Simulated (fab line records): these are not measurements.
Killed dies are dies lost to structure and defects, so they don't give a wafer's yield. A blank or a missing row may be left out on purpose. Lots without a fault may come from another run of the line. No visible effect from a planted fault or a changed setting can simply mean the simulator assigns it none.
Which tool did it? ; flow gf180mcu ; 10 lots, 30 wafers sampled, at 6 steps of a route of 602

## WHAT EACH GAUGE READ, for each wafer
GF_V4_CD_MEAS_14: the cd target is 260 nm. Usual: cd-nm reads 259.7 nm (standard deviation 1.2).
lot;measured;on;cd-nm (nm);flag
L840;day 24 13:16;cd-sem-02;261.2 260.0 260.4;
L841;day 24 15:46;cd-sem-02;260.0 260.1 260.2;
L842;day 24 23:34;cd-sem-02;257.5 258.6 259.0;
L843;day 25 08:13;cd-sem-01;261.3 259.9 259.7;
L844;day 25 17:25;cd-sem-02;260.4 260.8 260.4;
L850;day 28 02:26;cd-sem-02;260.2 259.2 260.8;
L854;day 28 21:10;cd-sem-01;260.8 260.0 260.3;
L858;day 30 01:16;cd-sem-02;259.4 259.5 259.9;
L860;day 30 12:19;cd-sem-01;259.9 260.1 260.1;
L863;day 31 09:59;cd-sem-01;260.5 260.0 259.7;

GF_MIM_RS_MEAS_10: measurement is done with a four-point probe. Usual: for MIM_ALCU_RS the level is 0.1605 ohm/sq and the standard deviation is 0.0025.
lot;measured;on;MIM_ALCU_RS (ohm/sq);flag
L840;day 24 15:12;film-metro-01;0.1646 0.1632 0.1637;
L841;day 24 17:41;film-metro-04;0.1611 0.1592 0.1610;
L842;day 25 02:04;film-metro-04;0.1570 0.1588 0.1580;
L843;day 25 10:08;film-metro-03;0.1601 0.1607 0.1613;
L844;day 25 19:20;film-metro-04;0.1580 0.1591 0.1624;
L850;day 28 04:22;film-metro-04;0.1662 0.1602 0.1598;
L854;day 28 23:07;film-metro-04;0.1573 0.1562 0.1572;
L858;day 30 03:16;film-metro-01;0.1584 0.1623 0.1651;
L860;day 30 14:14;film-metro-01;0.1638 0.1610 0.1888;OFF
L863;day 31 12:51;film-metro-01;0.1578 0.1880 0.1849;OFF

GF_MIM_THK_MEAS_11: measures by xrf. Usual: for MIM_ALCU_THK the level is 201 nm and the standard deviation is 3.2.
lot;measured;on;MIM_ALCU_THK (nm);flag
L840;day 24 15:19;film-metro-01;196 198 198;
L841;day 24 17:48;film-metro-04;202 203 201;
L842;day 25 02:11;film-metro-04;205 202 205;
L843;day 25 10:14;film-metro-03;201 199 201;
L844;day 25 19:28;film-metro-04;205 202 199;
L850;day 28 04:29;film-metro-04;196 201 204;
L854;day 28 23:14;film-metro-04;207 208 206;
L858;day 30 03:23;film-metro-01;202 199 197;
L860;day 30 14:21;film-metro-01;197 199 176;OFF
L863;day 31 12:58;film-metro-01;206 179 181;OFF

## WHAT TOOL EACH LOT RAN ON (gives the tool, then ch and the chambers of the sampled wafers, and finally the start)
lot;GF_MIM_SPUTTER_00;GF_MIM_SPUTTER_08;GF_MIM_SPUTTER_09
L840;pvd-sputter-04, day 24 14:47;pvd-sputter-03, day 24 15:08;pvd-sputter-03, day 24 15:10
L841;pvd-sputter-04, day 24 17:16;pvd-sputter-02, day 24 17:38;pvd-sputter-02, day 24 17:39
L842;pvd-sputter-02, day 25 01:40;pvd-sputter-03, day 25 02:01;pvd-sputter-03, day 25 02:02
L843;pvd-sputter-04, day 25 09:41;pvd-sputter-03, day 25 10:02;pvd-sputter-03, day 25 10:04
L844;pvd-sputter-02, day 25 18:56;pvd-sputter-04, day 25 19:17;pvd-sputter-04, day 25 19:19
L850;pvd-sputter-03, day 28 03:56;pvd-sputter-02, day 28 04:18;pvd-sputter-02, day 28 04:19
L854;pvd-sputter-03, day 28 22:42;pvd-sputter-04, day 28 23:04;pvd-sputter-04, day 28 23:05
L858;pvd-sputter-04, day 30 02:52;pvd-sputter-02, day 30 03:13;pvd-sputter-02, day 30 03:14
L860;pvd-sputter-03, day 30 13:49;pvd-sputter-04, day 30 14:11;pvd-sputter-04, day 30 14:12
L863;pvd-sputter-04, day 31 12:25;pvd-sputter-04, day 31 12:47;pvd-sputter-04, day 31 12:48
- GF_MIM_SPUTTER_00: material Ti, target thk 37.5 nm, time 150 s.
- GF_MIM_SPUTTER_08: material AlCu, target thk 200 nm, time 10.6 s.
- GF_MIM_SPUTTER_09: material TiN, target thk 35 nm, time 29.2 s.

## WHAT THE TOOLS THEMSELVES READ (means of the sampled wafers that have a number; where no wafer has one, the mark that the record gives instead)
GF_MIM_SPUTTER_00. Usual: cathode-dc-power-W 3999.9 W, standard deviation 0.79; throttle-valve-pct 30.2 %, standard deviation 1.1.
lot;tool;cathode-dc-power-W (W);throttle-valve-pct (%);flag
L840;pvd-sputter-04;4000.0;30.1;
L841;pvd-sputter-04;4000.4;30.1;
L842;pvd-sputter-02;3999.2;31.1;
L843;pvd-sputter-04;3999.8;30.0;
L844;pvd-sputter-02;3999.8;31.3;
L850;pvd-sputter-03;3999.9;30.3;
L854;pvd-sputter-03;3999.9;29.5;
L858;pvd-sputter-04;4000.2;30.2;
L860;pvd-sputter-03;4000.0;30.9;
L863;pvd-sputter-04;4000.3;30.2;

GF_MIM_SPUTTER_08. Usual: cathode-dc-power-W 10600 W, standard deviation 2.2; throttle-valve-pct 30.5 %, standard deviation 1.1.
lot;tool;cathode-dc-power-W (W);throttle-valve-pct (%);flag
L840;pvd-sputter-03;10599;30.8;
L841;pvd-sputter-02;10598;31.1;
L842;pvd-sputter-03;10601;28.3;
L843;pvd-sputter-03;10598;28.4;
L844;pvd-sputter-04;10601;30.2;
L850;pvd-sputter-02;10600;30.9;
L854;pvd-sputter-04;10602;30.4;
L858;pvd-sputter-02;10599;30.1;
L860;pvd-sputter-04;10602;30.2;
L863;pvd-sputter-04;10597;30.5;

GF_MIM_SPUTTER_09. Usual: cathode-dc-power-W 6500.0 W, standard deviation 1.4; throttle-valve-pct 30.5 %, standard deviation 1.1.
lot;tool;cathode-dc-power-W (W);throttle-valve-pct (%);flag
L840;pvd-sputter-03;6501.6;30.8;
L841;pvd-sputter-02;6499.8;31.2;
L842;pvd-sputter-03;6500.8;28.2;
L843;pvd-sputter-03;6500.0;28.3;
L844;pvd-sputter-04;6499.1;30.3;
L850;pvd-sputter-02;6498.9;30.9;
L854;pvd-sputter-04;6500.3;30.4;
L858;pvd-sputter-02;6499.9;30.2;
L860;pvd-sputter-04;6498.4;30.3;
L863;pvd-sputter-04;6501.1;30.5;

## THE ANSWER, worked out from the rows above alone
Rule: lot off if the mean of its wafers having a number is beyond 3 standard deviations from the usual mean. A lot without any number at a reading at which 4 lots or more have one is off too. Any other lot the step has rows for is counted as sound. Order of review: gauges by route order, followed by the tools' own readings, for which a lot's mean as printed above is used. The first step at which some lot is off is used, and at that step the reading that is off furthest; a lot without a number counts as furthest.
Off: L860, L863, seen at GF_MIM_RS_MEAS_10 (MIM_ALCU_RS).
A tool fits if, at a process step before that reading, it ran every lot that is off, and no sound lot after the first of them. Those tools and the gauges at GF_MIM_RS_MEAS_10 are tried in the same way. Undecided on this evidence; 2 tools fit (pvd-sputter-04 at GF_MIM_SPUTTER_08 and GF_MIM_SPUTTER_09, film-metro-01 at GF_MIM_RS_MEAS_10).

## WHAT THE SIMULATOR HAD INSERTED
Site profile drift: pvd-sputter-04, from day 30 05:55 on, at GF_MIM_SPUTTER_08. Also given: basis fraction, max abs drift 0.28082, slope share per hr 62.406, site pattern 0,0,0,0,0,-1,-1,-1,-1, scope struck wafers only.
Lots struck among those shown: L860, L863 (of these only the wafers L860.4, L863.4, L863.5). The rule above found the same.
